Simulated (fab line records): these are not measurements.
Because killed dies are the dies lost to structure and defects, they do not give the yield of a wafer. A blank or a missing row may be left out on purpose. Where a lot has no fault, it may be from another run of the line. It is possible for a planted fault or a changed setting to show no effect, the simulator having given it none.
Which of the tools did it? :: flow sky130 :: 15 lots, 45 wafers sampled, at 3 steps of a route of 708

## WHAT EACH GAUGE READ, for each wafer
SKY_PASSIVATION_THK_MEAS_01.
lot: L102
measured: day 43 17:57
on: filmMetro-01
PASSIVATION_CVD_00_THK (nm): 89.1 90.0 91.3

lot: L104
measured: day 44 08:25
on: filmMetro-04
PASSIVATION_CVD_00_THK (nm): 87.7 90.5 88.8

lot: L105
measured: day 44 14:19
on: filmMetro-02
PASSIVATION_CVD_00_THK (nm): 89.0 90.3 91.4

lot: L106
measured: day 44 21:56
on: filmMetro-04
PASSIVATION_CVD_00_THK (nm): 88.9 91.6 89.2

lot: L108
measured: day 45 19:21
on: filmMetro-01
PASSIVATION_CVD_00_THK (nm): 89.7 90.4 91.8

lot: L111
measured: day 46 01:49
on: filmMetro-04
PASSIVATION_CVD_00_THK (nm): 89.2 88.6 88.7

lot: L112
measured: day 46 03:35
on: filmMetro-02
PASSIVATION_CVD_00_THK (nm): 89.3 88.9 90.4

lot: L113
measured: day 46 11:22
on: filmMetro-01
PASSIVATION_CVD_00_THK (nm): 89.3 90.2 90.9

lot: L114
measured: day 46 17:46
on: filmMetro-01
PASSIVATION_CVD_00_THK (nm): 90.8 91.4 90.9

lot: L118
measured: day 48 14:17
on: filmMetro-02
PASSIVATION_CVD_00_THK (nm): 87.2 89.3 88.1

lot: L120
measured: day 48 15:42
on: filmMetro-01
PASSIVATION_CVD_00_THK (nm): 90.3 89.3 91.4

lot: L121
measured: day 48 17:40
on: filmMetro-01
PASSIVATION_CVD_00_THK (nm): 89.2 91.0 91.4

lot: L123
measured: day 49 02:08
on: filmMetro-04
PASSIVATION_CVD_00_THK (nm): 88.5 90.6 90.3

lot: L124
measured: day 49 02:46
on: filmMetro-01
PASSIVATION_CVD_00_THK (nm): 91.5 89.0 90.9

lot: L125
measured: day 49 07:35
on: filmMetro-02
PASSIVATION_CVD_00_THK (nm): 89.5 88.8 91.1

SKY_PASSIVATION_THK_MEAS_03.
lot: L102
measured: day 43 18:14
on: filmMetro-02
PASSIVATION_CVD_02_THK (nm): 529 535 535

lot: L104
measured: day 44 08:42
on: filmMetro-04
PASSIVATION_CVD_02_THK (nm): 533 550 544

lot: L105
measured: day 44 14:43
on: filmMetro-04
PASSIVATION_CVD_02_THK (nm): 538 540 541

lot: L106
measured: day 44 22:20
on: filmMetro-04
PASSIVATION_CVD_02_THK (nm): 537 527 541

lot: L108
measured: day 45 19:38
on: filmMetro-02
PASSIVATION_CVD_02_THK (nm): 527 538 541

lot: L111
measured: day 46 02:05
on: filmMetro-01
PASSIVATION_CVD_02_THK (nm): 537 539 535

lot: L112
measured: day 46 03:53
on: filmMetro-01
PASSIVATION_CVD_02_THK (nm): 537 535 544

lot: L113
measured: day 46 11:39
on: filmMetro-01
PASSIVATION_CVD_02_THK (nm): 533 541 534

lot: L114
measured: day 46 18:03
on: filmMetro-02
PASSIVATION_CVD_02_THK (nm): 543 547 541

lot: L118
measured: day 48 14:34
on: filmMetro-02
PASSIVATION_CVD_02_THK (nm): 523 516 522

lot: L120
measured: day 48 15:59
on: filmMetro-04
PASSIVATION_CVD_02_THK (nm): 554 547 550

lot: L121
measured: day 48 17:56
on: filmMetro-02
PASSIVATION_CVD_02_THK (nm): 529 538 533

lot: L123
measured: day 49 02:25
on: filmMetro-02
PASSIVATION_CVD_02_THK (nm): 517 539 526

lot: L124
measured: day 49 03:04
on: filmMetro-01
PASSIVATION_CVD_02_THK (nm): 541 541 543

lot: L125
measured: day 49 07:52
on: filmMetro-01
PASSIVATION_CVD_02_THK (nm): 516 533 528

## EACH LOT AND THE TOOL THAT RAN IT (in order: tool; ch and the chambers of the sampled wafers; start)
lot: L102
SKY_METAL5_SPUTTER_03: pvdSputter-03, day 42 18:49

lot: L104
SKY_METAL5_SPUTTER_03: pvdSputter-03, day 43 08:46

lot: L105
SKY_METAL5_SPUTTER_03: pvdSputter-01, day 43 15:49

lot: L106
SKY_METAL5_SPUTTER_03: pvdSputter-01, day 43 22:38

lot: L108
SKY_METAL5_SPUTTER_03: pvdSputter-01, day 44 21:14

lot: L111
SKY_METAL5_SPUTTER_03: pvdSputter-02, day 45 03:34

lot: L112
SKY_METAL5_SPUTTER_03: pvdSputter-01, day 45 06:03

lot: L113
SKY_METAL5_SPUTTER_03: pvdSputter-01, day 45 14:05

lot: L114
SKY_METAL5_SPUTTER_03: pvdSputter-01, day 45 19:35

lot: L118
SKY_METAL5_SPUTTER_03: pvdSputter-02, day 47 19:17

lot: L120
SKY_METAL5_SPUTTER_03: pvdSputter-03, day 47 20:02

lot: L121
SKY_METAL5_SPUTTER_03: pvdSputter-03, day 47 21:53

lot: L123
SKY_METAL5_SPUTTER_03: pvdSputter-03, day 48 07:02

lot: L124
SKY_METAL5_SPUTTER_03: pvdSputter-03, day 48 07:43

lot: L125
SKY_METAL5_SPUTTER_03: pvdSputter-03, day 48 13:04
- SKY_METAL5_SPUTTER_03: material Ti, target thk 5 nm, time 3.3 s.

## AS READ BY THE TOOLS THEMSELVES (means over the sampled wafers that have a number; for cases with no such wafer, the mark the record gives instead)
SKY_METAL5_SPUTTER_03.
lot: L102
tool: pvdSputter-03
throttleValvePct (%): 29.4

lot: L104
tool: pvdSputter-03
throttleValvePct (%): 28.7

lot: L105
tool: pvdSputter-01
throttleValvePct (%): 30.0

lot: L106
tool: pvdSputter-01
throttleValvePct (%): 30.0

lot: L108
tool: pvdSputter-01
throttleValvePct (%): 30.2

lot: L111
tool: pvdSputter-02
throttleValvePct (%): 28.8

lot: L112
tool: pvdSputter-01
throttleValvePct (%): 30.1

lot: L113
tool: pvdSputter-01
throttleValvePct (%): 30.1

lot: L114
tool: pvdSputter-01
throttleValvePct (%): 30.0

lot: L118
tool: pvdSputter-02
throttleValvePct (%): 29.9

lot: L120
tool: pvdSputter-03
throttleValvePct (%): 28.9

lot: L121
tool: pvdSputter-03
throttleValvePct (%): 30.0

lot: L123
tool: pvdSputter-03
throttleValvePct (%): 29.6

lot: L124
tool: pvdSputter-03
throttleValvePct (%): 29.4

lot: L125
tool: pvdSputter-03
throttleValvePct (%): 29.7

## THE ANSWER, worked out from the rows above alone
Rule: what is usual is taken from the lots themselves. The widest of any qualifying gaps counts: lots, ordered by their means at a reading, are off when they make up no more than a third of the lots, leave a main group of 4 or more, and stand apart from it by 3 or more times the standard deviation of that group's means. If all means in a main group match to the digits the tables above print for the reading, that group is not used. Also off: a lot with no number at a reading for which 4 or more lots have one. All remaining lots with rows at the step are treated as sound. The gauges are gone through in route order, then the tools' own readings, and for those a lot's mean is taken as printed above. The first step at which some lot is off is used, and at that step the reading that is off furthest; a lot without a number counts as furthest.
No lot is off at any reading shown: from this, nothing can be told.

## WHAT WAS PUT IN BY THE SIMULATOR
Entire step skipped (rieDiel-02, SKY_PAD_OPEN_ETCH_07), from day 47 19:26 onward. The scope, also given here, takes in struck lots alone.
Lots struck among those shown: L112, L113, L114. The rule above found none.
